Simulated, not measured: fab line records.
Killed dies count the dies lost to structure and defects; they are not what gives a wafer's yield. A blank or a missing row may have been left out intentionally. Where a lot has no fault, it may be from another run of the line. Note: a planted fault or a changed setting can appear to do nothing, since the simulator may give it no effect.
fab line records	flow sky130
record: lots: 24	wafers: 72	lastDay: 50
route steps=708 shown VIA1@479 METAL2@499 VIA2@519 METAL3@566 METAL5@665 PAD_OPEN@701
lots that met no fault: taken from a fault-free run of the same line
startH: start of the lot's first displayed wafer, in hours after the record's first day	waitH: time in hours since the lot's previous step	" repeats the value in the row above	L1.1+2: one row covering several wafers at once	- either no value or no given start	* or withheld: withheld	< > ~ a bound
route shown NAME@n: names a module that has steps shown in the file, with the first one's number in the route	usual: mean and standard deviation over wafers with no fault	same: alike in all rows	chamber/n: place in a boat	sites: readings site by site	_std_site: standard deviation across them	_edge_site: outer sites' mean less inner sites'	radiusMm: how far each site lies from the wafer's centre	mask NAME#n: copy n	behind: tool/chamber where the wafer was last shaped	hold: cause of the lot's hold/its duration in hours/its outcome	device: names the non-switching transistor (n, p or np)	end of line: tests run on the same wafers once the route is complete	a step with no rows: only its recipe	killed: at the first sort, the dies lost to defects and structure; wafer yield is something else	map: per-die view of a wafer (x killed, . not killed, _ where there is no die)
set.NAME: the setting as run; set.NAME@STEP: as run at that earlier step	model.NAME: the simulator's own value behind a step, which no gauge read
one table for each step of the route and one row for each wafer, over a sample of lots
services: from which hour (startH, from the record's first day; less than 0 if before it) a tool's chamber was out of use, for how many hours, and why
== steps ==
step: SKY_VIA1_CVD_21
recipe: material: W	targetThkNm: 270	timeS: 80.902	tempC: 400	pressureTorr: 40
usual: heaterPowerW: 775/65
lot.wafer	tool	chamber	startH	waitH	heaterPowerW
L074.1	cvdW-01	1	793.24	0.0	708
L074.3	"	1	"	"	720
L074.5	"	1	"	"	719
L075.2	cvdW-01	1	798.46	0.0	732
L075.3	"	1	"	"	732
L075.6	"	1	"	"	730
L077.1	cvdW-01	1	814.60	0.0	733
L077.2	"	0	"	"	866
L077.5	"	0	"	"	885
L076.1	cvdW-02	0	814.92	0.0	813
L076.2	"	1	"	"	702
L076.6	"	1	"	"	700
L078.1	cvdW-02	0	832.41	0.0	812
L078.2	"	1	"	"	710
L078.3	"	1	"	"	699
L079.1	cvdW-01	0	851.66	0.0	890
L079.2	"	1	"	"	734
L079.6	"	1	"	"	739
L080.3	cvdW-01	0	852.51	0.1	887
L080.4	"	1	"	"	729
L080.5	"	1	"	"	730
L081.3	cvdW-02	1	852.64	0.1	711
L081.4	"	0	"	"	809
L081.6	"	1	"	"	709
L082.1	cvdW-01	0	859.12	0.0	899
L082.2	"	1	"	"	730
L082.3	"	1	"	"	704
L083.1	cvdW-01	0	875.06	0.0	920
L083.3	"	0	"	"	869
L083.6	"	1	"	"	729
L084.2	cvdW-02	1	877.83	0.1	710
L084.5	"	0	"	"	789
L084.6	"	1	"	"	710
L085.1	cvdW-01	1	884.82	0.0	721
L085.5	"	1	"	"	721
L085.6	"	0	"	"	888
L087.1	cvdW-02	0	904.22	0.0	826
L087.3	"	1	"	"	714
L087.4	"	0	"	"	794
L086.2	cvdW-02	1	906.15	0.0	709
L086.4	"	1	"	"	707
L086.5	"	0	"	"	803
L088.2	cvdW-02	1	909.99	0.0	698
L088.3	"	1	"	"	697
L088.6	"	0	"	"	795
L090.2	cvdW-01	1	928.19	0.0	746
L090.3	"	0	"	"	830
L090.4	"	1	"	"	737
L089.1	cvdW-02	1	928.88	0.0	714
L089.2	"	0	"	"	814
L089.5	"	1	"	"	696
L091.1	cvdW-01	1	930.95	0.0	735
L091.2	"	0	"	"	833
L091.5	"	0	"	"	830
L093.3	cvdW-02	0	935.11	0.1	789
L093.5	"	0	"	"	809
L093.6	"	1	"	"	709
L092.1	cvdW-02	1	935.59	0.0	692
L092.4	"	0	"	"	800
L092.5	"	1	"	"	701
L094.1	cvdW-01	0	940.27	0.0	816
L094.3	"	0	"	"	806
L094.4	"	1	"	"	740
L096.3	cvdW-02	1	955.44	0.1	691
L096.4	"	0	"	"	791
L096.5	"	1	"	"	711
L095.2	cvdW-02	0	955.97	0.0	818
L095.3	"	1	"	"	707
L095.4	"	0	"	"	800
L097.1	cvdW-01	0	961.57	0.0	834
L097.2	"	1	"	"	725
L097.5	"	1	"	"	741
step: SKY_METAL2_OVL_MEAS_16
usual: METAL2_OVL: 0/4.1
lot.wafer	tool	chamber	startH	waitH	METAL2_OVL[nm]
L074.1	overlay-02	-	821.18	0.1	3
L074.3	"	-	"	"	2
L074.5	"	-	"	"	-1
L075.2	overlay-01	-	825.98	0.1	-4
L075.3	"	-	"	"	-6
L075.6	"	-	"	"	-6
L077.1	overlay-02	-	848.07	0.1	3
L077.2	"	-	"	"	0
L077.5	"	-	"	"	8
L076.1	overlay-02	-	848.42	0.1	-6
L076.2	"	-	"	"	-5
L076.6	"	-	"	"	-5
L078.1	overlay-02	-	855.99	0.1	-3
L078.2	"	-	"	"	0
L078.3	"	-	"	"	0
L079.1	overlay-02	-	878.63	0.1	2
L079.2	"	-	"	"	2
L079.6	"	-	"	"	4
L080.3	overlay-02	-	879.29	0.1	-5
L080.4	"	-	"	"	-9
L080.5	"	-	"	"	-5
L081.3	overlay-01	-	879.64	0.1	2
L081.4	"	-	"	"	-2
L081.6	"	-	"	"	8
L082.1	overlay-02	-	885.29	0.1	-6
L082.2	"	-	"	"	1
L082.3	"	-	"	"	-5
L083.1	overlay-02	-	902.04	0.1	6
L083.3	"	-	"	"	0
L083.6	"	-	"	"	4
L084.2	overlay-01	-	904.79	0.1	3
L084.5	"	-	"	"	4
L084.6	"	-	"	"	0
L085.1	overlay-02	-	911.32	0.1	-3
L085.5	"	-	"	"	-3
L085.6	"	-	"	"	-2
L087.1	overlay-01	-	929.17	0.1	-3
L087.3	"	-	"	"	1
L087.4	"	-	"	"	1
L086.2	overlay-01	-	931.38	0.1	4
L086.4	"	-	"	"	2
L086.5	"	-	"	"	1
L088.2	overlay-01	-	935.97	0.1	1
L088.3	"	-	"	"	-6
L088.6	"	-	"	"	2
L090.2	overlay-02	-	953.56	0.1	5
L090.3	"	-	"	"	0
L090.4	"	-	"	"	3
L089.1	overlay-02	-	954.19	0.1	7
L089.2	"	-	"	"	3
L089.5	"	-	"	"	5
L091.1	overlay-01	-	956.09	0.1	-3
L091.2	"	-	"	"	-5
L091.5	"	-	"	"	-9
L093.3	overlay-01	-	960.60	0.1	2
L093.5	"	-	"	"	-4
L093.6	"	-	"	"	-1
L092.1	overlay-02	-	961.54	0.1	2
L092.4	"	-	"	"	-2
L092.5	"	-	"	"	0
L094.1	overlay-01	-	965.19	0.1	4
L094.3	"	-	"	"	1
L094.4	"	-	"	"	-2
L096.3	overlay-02	-	980.38	0.1	-1
L096.4	"	-	"	"	-3
L096.5	"	-	"	"	4
L095.2	overlay-02	-	981.03	0.1	-1
L095.3	"	-	"	"	-5
L095.4	"	-	"	"	-5
L097.1	overlay-01	-	985.74	0.1	1
L097.2	"	-	"	"	5
L097.5	"	-	"	"	0
step: SKY_VIA2_CD_MEAS_12
recipe: targetCdNm: 200
usual: cdNm: 200.2/1.2
lot.wafer	tool	chamber	startH	waitH	cdNm
L074.1	cdSem-01	-	850.40	-	201.5
L074.3	"	-	"	"	201.0
L074.5	"	-	"	"	201.5
L075.2	cdSem-02	-	852.57	-	200.3
L075.3	"	-	"	"	199.4
L075.6	"	-	"	"	200.4
L077.1	cdSem-02	-	875.15	-	199.9
L077.2	"	-	"	"	199.8
L077.5	"	-	"	"	198.8
L076.1	cdSem-02	-	875.47	-	199.5
L076.2	"	-	"	"	199.6
L076.6	"	-	"	"	199.5
L078.1	cdSem-02	-	884.10	-	199.6
L078.2	"	-	"	"	202.5
L078.3	"	-	"	"	201.3
L079.1	cdSem-02	-	905.64	-	199.2
L079.2	"	-	"	"	198.8
L079.6	"	-	"	"	198.0
L080.3	cdSem-02	-	906.01	-	200.1
L080.4	"	-	"	"	200.7
L080.5	"	-	"	"	199.8
L081.3	cdSem-02	-	906.70	-	199.7
L081.4	"	-	"	"	201.0
L081.6	"	-	"	"	198.5
L082.1	cdSem-02	-	912.41	-	201.5
L082.2	"	-	"	"	201.6
L082.3	"	-	"	"	200.4
L083.1	cdSem-02	-	928.35	-	201.3
L083.3	"	-	"	"	201.7
L083.6	"	-	"	"	201.5
L084.2	cdSem-02	-	930.57	-	199.5
L084.5	"	-	"	"	199.1
L084.6	"	-	"	"	200.2
L085.1	cdSem-02	-	939.71	-	201.2
L085.5	"	-	"	"	201.8
L085.6	"	-	"	"	201.1
L087.1	cdSem-02	-	955.19	-	198.7
L087.3	"	-	"	"	199.6
L087.4	"	-	"	"	199.3
L086.2	cdSem-02	-	957.27	-	202.6
L086.4	"	-	"	"	202.1
L086.5	"	-	"	"	202.2
L088.2	cdSem-02	-	961.67	-	201.7
L088.3	"	-	"	"	202.4
L088.6	"	-	"	"	201.3
L090.2	cdSem-02	-	978.73	-	200.5
L090.3	"	-	"	"	200.5
L090.4	"	-	"	"	199.7
L089.1	cdSem-02	-	979.90	-	199.2
L089.2	"	-	"	"	198.8
L089.5	"	-	"	"	198.9
L091.1	cdSem-02	-	981.25	-	201.8
L091.2	"	-	"	"	200.2
L091.5	"	-	"	"	200.3
L093.3	cdSem-01	-	985.74	-	198.1
L093.5	"	-	"	"	198.2
L093.6	"	-	"	"	197.2
L092.1	cdSem-01	-	986.26	-	199.8
L092.4	"	-	"	"	199.7
L092.5	"	-	"	"	201.1
L094.1	cdSem-01	-	990.32	-	199.2
L094.3	"	-	"	"	198.9
L094.4	"	-	"	"	198.8
L096.3	cdSem-02	-	1005.30	-	198.8
L096.4	"	-	"	"	199.8
L096.5	"	-	"	"	197.4
L095.2	cdSem-01	-	1005.37	-	201.8
L095.3	"	-	"	"	201.2
L095.4	"	-	"	"	200.2
L097.1	cdSem-02	-	1010.30	-	199.5
L097.2	"	-	"	"	199.1
L097.5	"	-	"	"	199.5
step: SKY_METAL3_ETCH_16
recipe: chemistry: N2/H2	target: BARC	ionEnergyEv: 200	biasW: 100	pressureMtorr: 30	n2FlowSccm: 100	h2FlowSccm: 200	icpW: 500	stopOn: SiO2	timeS: 88.2	targetDepthA: 600
usual: biasW: 100.07/0.3	drypumpMotorCurrentA: 5.9/0.46	oesProductAu: 0.626/0.0045	throttleValvePct: 13.206/0.0082
lot.wafer	tool	chamber	startH	waitH	biasW	drypumpMotorCurrentA	oesProductAu	rfHoursCounterH	throttleValvePct
L074.1	rieMetal-01	0	905.10	0.0	100.37	5.7	0.628	8	13.215
L074.3	"	1	"	"	99.91	6.0	0.617	-	13.195
L074.5	"	0	"	"	100.43	5.7	0.620	-	13.197
L075.2	rieMetal-01	1	906.46	0.0	100.58	6.0	0.618	13	13.205
L075.3	"	0	"	"	100.50	5.7	0.624	-	13.205
L075.6	"	1	"	"	100.20	6.0	0.626	-	13.202
L077.1	rieMetal-02	1	927.76	0.0	99.85	5.9	0.630	9	13.217
L077.2	"	0	"	"	100.45	6.2	0.635	1	13.214
L077.5	"	0	"	"	100.31	6.2	0.625	-	13.211
L076.1	rieMetal-04	1	928.05	0.0	99.86	6.6	0.623	5	13.190
L076.2	"	0	"	"	100.00	5.0	0.622	12	13.203
L076.6	"	1	"	"	100.13	6.5	0.626	-	13.196
L078.1	rieMetal-01	1	936.70	0.0	100.11	6.0	0.628	15	13.196
L078.2	"	0	"	"	99.81	5.7	0.627	10	13.198
L078.3	"	1	"	"	100.10	6.0	0.625	-	13.209
L079.1	rieMetal-04	0	957.20	0.0	100.10	5.0	0.632	13	13.212
L079.2	"	1	"	"	99.88	6.5	0.632	7	13.205
L079.6	"	0	"	"	100.07	5.0	0.623	-	13.214
L080.3	rieMetal-04	0	957.89	0.0	99.62	5.0	0.628	-	13.204
L080.4	"	1	"	"	99.99	6.6	0.626	-	13.202
L080.5	"	1	"	"	99.52	6.6	0.635	-	13.213
L081.3	rieMetal-01	1	958.49	0.0	100.06	6.0	0.638	-	13.208
L081.4	"	0	"	"	100.25	5.7	0.631	-	13.205
L081.6	"	0	"	"	100.19	5.8	0.625	-	13.207
L082.1	rieMetal-01	0	965.50	0.0	100.14	5.7	0.624	11	13.211
L082.2	"	1	"	"	100.12	6.0	0.624	16	13.207
L082.3	"	1	"	"	100.51	6.0	0.618	-	13.208
L083.1	rieMetal-01	1	978.21	0.0	100.02	6.0	0.624	16	13.205
L083.3	"	1	"	"	100.08	6.0	0.629	-	13.212
L083.6	"	0	"	"	100.10	5.8	0.632	-	13.191
L084.2	rieMetal-04	1	981.81	0.0	99.98	6.5	0.628	8	13.195
L084.5	"	0	"	"	100.49	5.0	0.627	-	13.218
L084.6	"	1	"	"	99.75	6.5	0.627	-	13.198
L085.1	rieMetal-02	0	990.16	0.0	99.77	6.2	0.633	5	13.225
L085.5	"	0	"	"	100.00	6.2	0.627	-	13.195
L085.6	"	1	"	"	100.14	5.9	0.625	-	13.215
L087.1	rieMetal-04	0	1005.36	0.0	100.59	5.0	0.632	16	13.213
L087.3	"	0	"	"	100.38	5.0	0.631	-	13.216
L087.4	"	1	"	"	99.78	6.5	0.621	-	13.197
L086.2	rieMetal-02	1	1007.36	0.0	100.02	5.9	0.629	13	13.204
L086.4	"	1	"	"	100.41	5.9	0.629	-	13.197
L086.5	"	1	"	"	100.52	5.8	0.621	-	13.216
L088.2	rieMetal-02	1	1010.36	0.0	99.66	5.9	0.627	13	13.219
L088.3	"	0	"	"	100.26	6.3	0.632	-	13.209
L088.6	"	0	"	"	100.09	6.2	0.619	-	13.208
L090.2	rieMetal-02	0	1027.70	0.0	100.43	6.2	0.630	6	13.209
L090.3	"	1	"	"	100.09	5.9	0.626	-	13.201
L090.4	"	0	"	"	100.60	6.3	0.628	-	13.215
L089.1	rieMetal-01	0	1028.38	0.1	99.79	5.8	0.624	15	13.208
L089.2	"	0	"	"	99.84	5.7	0.631	-	13.199
L089.5	"	0	"	"	100.11	5.7	0.626	-	13.200
L091.1	rieMetal-02	0	1029.96	0.0	100.49	6.2	0.633	6	13.200
L091.2	"	1	"	"	99.94	5.9	0.622	14	13.212
L091.5	"	0	"	"	100.02	6.2	0.623	-	13.219
L093.3	rieMetal-01	1	1034.64	0.0	100.61	6.0	0.631	-	13.209
L093.5	"	0	"	"	99.60	5.7	0.622	-	13.196
L093.6	"	1	"	"	100.52	6.0	0.628	-	13.218
L092.1	rieMetal-01	1	1035.76	0.0	99.84	6.0	0.631	0	13.206
L092.4	"	0	"	"	100.09	5.7	0.630	-	13.200
L092.5	"	1	"	"	99.73	6.0	0.625	-	13.210
L094.1	rieMetal-02	0	1038.65	0.0	100.40	6.2	0.631	7	13.217
L094.3	"	0	"	"	99.93	6.2	0.622	-	13.205
L094.4	"	1	"	"	99.50	5.9	0.623	-	13.201
L096.3	rieMetal-04	1	1052.89	0.0	100.03	6.5	0.618	-	13.201
L096.4	"	0	"	"	100.04	5.0	0.629	-	13.203
L096.5	"	1	"	"	100.31	6.5	0.621	-	13.212
L095.2	rieMetal-04	1	1053.01	0.0	100.02	6.6	0.629	12	13.196
L095.3	"	0	"	"	99.87	5.0	0.632	-	13.210
L095.4	"	1	"	"	100.24	6.6	0.629	-	13.209
L097.1	rieMetal-02	1	1057.14	0.1	100.24	5.9	0.628	17	13.198
L097.2	"	1	"	"	100.41	5.9	0.618	-	13.191
L097.5	"	1	"	"	100.82	5.9	0.629	-	13.200
step: SKY_METAL5_SPUTTER_04
recipe: material: TiN	targetThkNm: 70	powerW: 6500	timeS: 58.3	chamberPressurePa: 0.4
usual: throttleValvePct: 29.4/1
lot.wafer	tool	chamber	startH	waitH	throttleValvePct
L074.1	pvdSputter-02	-	1006.41	0.0	30.6
L074.3	"	-	"	"	28.4
L074.5	"	-	"	"	30.5
L075.2	pvdSputter-03	-	1010.37	0.0	28.9
L075.3	"	-	"	"	29.8
L075.6	"	-	"	"	28.6
L077.1	pvdSputter-02	-	1027.78	0.0	28.2
L077.2	"	-	"	"	28.9
L077.5	"	-	"	"	28.8
L076.1	pvdSputter-03	-	1029.32	0.0	29.6
L076.2	"	-	"	"	28.9
L076.6	"	-	"	"	28.5
L078.1	pvdSputter-03	-	1037.82	0.0	29.5
L078.2	"	-	"	"	27.8
L078.3	"	-	"	"	28.6
L080.3	pvdSputter-03	-	1056.37	0.0	30.1
L080.4	"	-	"	"	29.4
L080.5	"	-	"	"	28.6
L079.1	pvdSputter-04	-	1056.43	0.0	28.4
L079.2	"	-	"	"	30.7
L079.6	"	-	"	"	28.5
L081.3	pvdSputter-03	-	1057.36	0.0	29.5
L081.4	"	-	"	"	29.9
L081.6	"	-	"	"	30.1
L082.1	pvdSputter-03	-	1063.53	0.0	28.1
L082.2	"	-	"	"	30.4
L082.3	"	-	"	"	28.5
L083.1	pvdSputter-02	-	1074.07	0.0	28.3
L083.3	"	-	"	"	30.5
L083.6	"	-	"	"	28.8
L084.2	pvdSputter-02	-	1078.84	0.0	30.5
L084.5	"	-	"	"	30.6
L084.6	"	-	"	"	30.4
L085.1	pvdSputter-04	-	1085.35	0.0	28.5
L085.5	"	-	"	"	31.2
L085.6	"	-	"	"	30.5
L087.1	pvdSputter-03	-	1098.62	0.0	28.0
L087.3	"	-	"	"	28.3
L087.4	"	-	"	"	29.6
L086.2	pvdSputter-03	-	1102.03	0.0	29.8
L086.4	"	-	"	"	30.0
L086.5	"	-	"	"	28.6
L088.2	pvdSputter-04	-	1103.53	0.0	31.5
L088.3	"	-	"	"	28.5
L088.6	"	-	"	"	31.1
L090.2	pvdSputter-03	-	1119.92	0.0	30.0
L090.3	"	-	"	"	28.2
L090.4	"	-	"	"	29.7
L089.1	pvdSputter-04	-	1120.54	0.0	30.5
L089.2	"	-	"	"	28.2
L089.5	"	-	"	"	31.3
L091.1	pvdSputter-02	-	1121.82	0.0	28.2
L091.2	"	-	"	"	28.6
L091.5	"	-	"	"	28.7
L093.3	pvdSputter-02	-	1126.31	0.0	30.8
L093.5	"	-	"	"	28.0
L093.6	"	-	"	"	30.4
L092.1	pvdSputter-02	-	1126.85	0.0	27.8
L092.4	"	-	"	"	30.1
L092.5	"	-	"	"	28.8
L094.1	pvdSputter-03	-	1128.87	0.0	28.3
L094.3	"	-	"	"	29.8
L094.4	"	-	"	"	27.8
L096.3	pvdSputter-02	-	1141.01	0.0	28.7
L096.4	"	-	"	"	28.1
L096.5	"	-	"	"	28.8
L095.2	pvdSputter-03	-	1142.32	0.0	28.5
L095.3	"	-	"	"	29.6
L095.4	"	-	"	"	30.0
L097.1	pvdSputter-04	-	1145.44	0.0	30.4
L097.2	"	-	"	"	29.0
L097.5	"	-	"	"	30.4
step: SKY_PAD_OPEN_ETCH_07
recipe: chemistry: CF4/O2	targetDepthNm: 725	stopOn: AlCu	sourceW: 800	biasW: 150	pressureMtorr: 150	cf4FlowSccm: 80	O2_flow_sccm: 10	timeS: 161.1
usual: biasW: 150.0/0.46	cf4FlowSccm: 80.04/0.26	drypumpMotorCurrentA: 6.01/0.24	oesProductAu: 0.978/0.0077	throttleValvePct: 5.965/0.01
lot.wafer	tool	chamber	startH	waitH	biasW	cf4FlowSccm	drypumpMotorCurrentA	oesProductAu	rfHoursCounterH	throttleValvePct
L074.1	rieDiel-04	1	1073.82	-	149.6	79.99	6.05	0.975	9	5.974
L074.3	"	2	"	"	150.1	79.81	6.23	0.969	0	5.967
L074.5	"	3	"	"	150.1	79.62	6.19	0.987	-	5.968
L075.2	rieDiel-02	0	1076.62	-	149.7	80.36	6.04	0.974	20	5.973
L075.3	"	2	"	"	149.5	80.11	6.06	0.972	6	5.959
L075.6	"	2	"	"	149.7	79.60	6.05	0.993	-	5.958
L077.1	rieDiel-04	0	1092.00	-	149.8	79.81	5.51	0.970	7	5.968
L077.2	"	3	"	"	150.0	79.91	6.21	0.974	22	5.954
L077.5	"	1	"	"	150.3	79.65	6.09	0.989	-	5.974
L076.1	rieDiel-04	2	1094.82	-	150.3	79.92	6.26	0.985	1	5.971
L076.2	"	3	"	"	150.6	79.68	6.20	0.977	22	5.957
L076.6	"	1	"	"	150.3	80.31	6.07	0.987	-	5.972
L078.1	rieDiel-04	1	1102.35	-	149.8	79.70	6.05	0.989	11	5.979
L078.2	"	2	"	"	150.1	79.90	6.25	0.965	1	5.960
L078.3	"	0	"	"	149.9	79.93	5.51	0.970	7	5.954
L080.3	rieDiel-04	3	1120.00	-	150.1	80.03	6.19	0.984	23	5.956
L080.4	"	2	"	"	150.3	79.85	6.22	0.971	2	5.954
L080.5	"	2	"	"	150.2	80.00	6.21	0.980	-	5.964
L079.1	rieDiel-01	1	1120.07	-	149.6	80.22	6.35	0.980	12	5.973
L079.2	"	2	"	"	149.2	80.26	5.66	0.972	25	5.956
L079.6	"	1	"	"	150.0	80.19	6.31	0.984	-	5.965
L081.3	rieDiel-01	3	1121.30	-	150.8	79.74	5.87	0.975	17	5.955
L081.4	"	1	"	"	150.7	79.71	6.31	0.980	12	5.950
L081.6	"	3	"	"	150.1	79.89	5.88	0.975	-	5.969
L082.1	rieDiel-01	3	1127.32	-	150.5	80.09	5.89	0.977	17	5.966
L082.2	"	1	"	"	149.8	79.95	6.33	0.954	12	5.952
L082.3	"	0	"	"	149.8	79.65	6.14	0.970	17	5.960
L083.1	rieDiel-04	3	1134.20	-	148.9	79.97	6.21	0.972	24	5.949
L083.3	"	0	"	"	150.2	80.06	5.56	0.969	9	5.970
L083.6	"	0	"	"	150.3	80.35	5.57	0.970	-	5.971
L084.2	rieDiel-02	1	1139.87	-	150.1	80.19	5.92	0.978	9	5.977
L084.5	"	0	"	"	149.8	79.66	6.04	0.986	-	5.967
L084.6	"	3	"	"	150.0	80.12	5.98	0.980	-	5.975
L085.1	rieDiel-04	1	1145.67	-	150.3	80.06	6.06	0.976	12	5.963
L085.5	"	1	"	"	149.4	79.96	6.05	0.975	-	5.994
L085.6	"	0	"	"	148.9	80.41	5.55	0.969	-	5.965
L087.1	rieDiel-01	1	1156.87	-	150.1	80.15	6.34	0.972	13	5.970
L087.3	"	2	"	"	150.3	79.87	5.67	0.978	27	5.963
L087.4	"	3	"	"	149.9	80.11	5.90	0.985	18	5.960
L086.2	rieDiel-04	0	1161.10	-	149.9	80.20	5.53	0.974	10	5.962
L086.4	"	2	"	"	150.2	79.77	6.22	0.987	3	5.951
L086.5	"	2	"	"	149.9	80.18	6.24	0.987	-	5.963
L088.2	rieDiel-02	0	1162.25	-	149.9	80.05	6.02	0.978	23	5.969
L088.3	"	2	"	"	150.0	79.92	6.02	0.980	8	5.970
L088.6	"	0	"	"	150.1	80.29	6.02	0.987	-	5.986
L090.2	rieDiel-01	3	1175.90	-	149.3	80.57	5.89	0.976	19	5.957
L090.3	"	2	"	"	149.7	80.45	5.64	0.971	28	5.963
L090.4	"	0	"	"	150.6	79.70	6.14	0.974	19	5.954
L089.1	rieDiel-02	3	1176.55	-	150.3	80.00	5.99	0.983	30	5.949
L089.2	"	2	"	"	150.8	79.83	6.04	0.982	8	5.974
L089.5	"	0	"	"	150.7	80.19	6.02	0.984	-	5.967
L091.1	rieDiel-04	3	1177.27	-	150.1	80.27	6.21	0.980	26	5.972
L091.2	"	2	"	"	150.3	79.56	6.25	0.969	3	5.959
L091.5	"	2	"	"	150.9	80.07	6.24	0.980	-	5.981
L093.3	rieDiel-01	2	1181.22	-	149.4	80.01	5.68	0.991	28	5.955
L093.5	"	3	"	"	149.5	80.33	5.91	0.977	-	5.961
L093.6	"	0	"	"	149.6	79.97	6.12	0.977	-	5.959
L092.1	rieDiel-01	0	1183.32	-	151.0	80.15	6.13	0.973	19	5.952
L092.4	"	3	"	"	149.5	80.27	5.90	0.975	19	5.964
L092.5	"	2	"	"	149.8	80.39	5.68	0.988	-	5.977
L094.1	rieDiel-02	2	1184.05	-	149.2	79.69	6.06	0.975	9	5.963
L094.3	"	0	"	"	149.7	80.65	6.01	0.990	24	5.953
L094.4	"	3	"	"	149.7	80.31	5.98	0.988	30	5.989
L096.3	rieDiel-01	2	1193.35	-	150.4	80.14	5.61	0.980	28	5.935
L096.4	"	1	"	"	149.8	80.35	6.35	0.985	15	5.963
L096.5	"	2	"	"	150.1	80.10	5.64	0.989	-	5.986
L095.2	rieDiel-04	3	1194.30	-	149.7	79.90	6.21	0.972	27	5.953
L095.3	"	0	"	"	149.6	80.06	5.53	0.975	11	5.961
L095.4	"	2	"	"	150.6	80.04	6.23	0.977	4	5.978
L097.1	rieDiel-01	2	1197.75	-	150.5	79.82	5.65	0.979	29	5.969
L097.2	"	0	"	"	150.1	79.72	6.11	0.970	20	5.974
L097.5	"	1	"	"	149.6	80.25	6.38	0.985	-	5.955
== services ==
tool	chamber	startH	hours	kind
cvdW-02	1	775.98	7.6	repair
cvdW-01	0	787.38	8.8	repair
rieMetal-01	-	802.96	15.6	pm
rieDiel-04	-	803.75	0.7	repair
cvdW-01	-	820.11	14.6	pm
rieDiel-04	0	846.88	5.1	repair
rieDiel-04	2	861.56	1.4	repair
pvdSputter-03	-	892.38	5.4	repair
cvdW-01	-	904.00	14.0	pm
pvdSputter-03	-	928.37	8.4	repair
cvdW-01	-	952.67	2.8	pm
rieDiel-04	-	1005.37	14.6	pm
cvdW-01	1	1009.67	17.1	repair
rieDiel-04	1	1028.29	4.7	repair
cvdW-02	1	1057.13	2.9	repair
rieDiel-04	2	1067.23	2.1	repair
rieDiel-04	2	1120.63	5.2	repair
pvdSputter-03	-	1124.09	3.0	repair
rieDiel-04	2	1140.55	19.7	repair
cvdW-01	0	1146.70	3.3	repair
rieDiel-04	0	1148.22	4.3	repair
cvdW-02	1	1148.60	4.3	repair
rieDiel-04	1	1150.48	2.7	repair
cvdW-02	1	1177.17	2.3	repair
== key ==
fault none
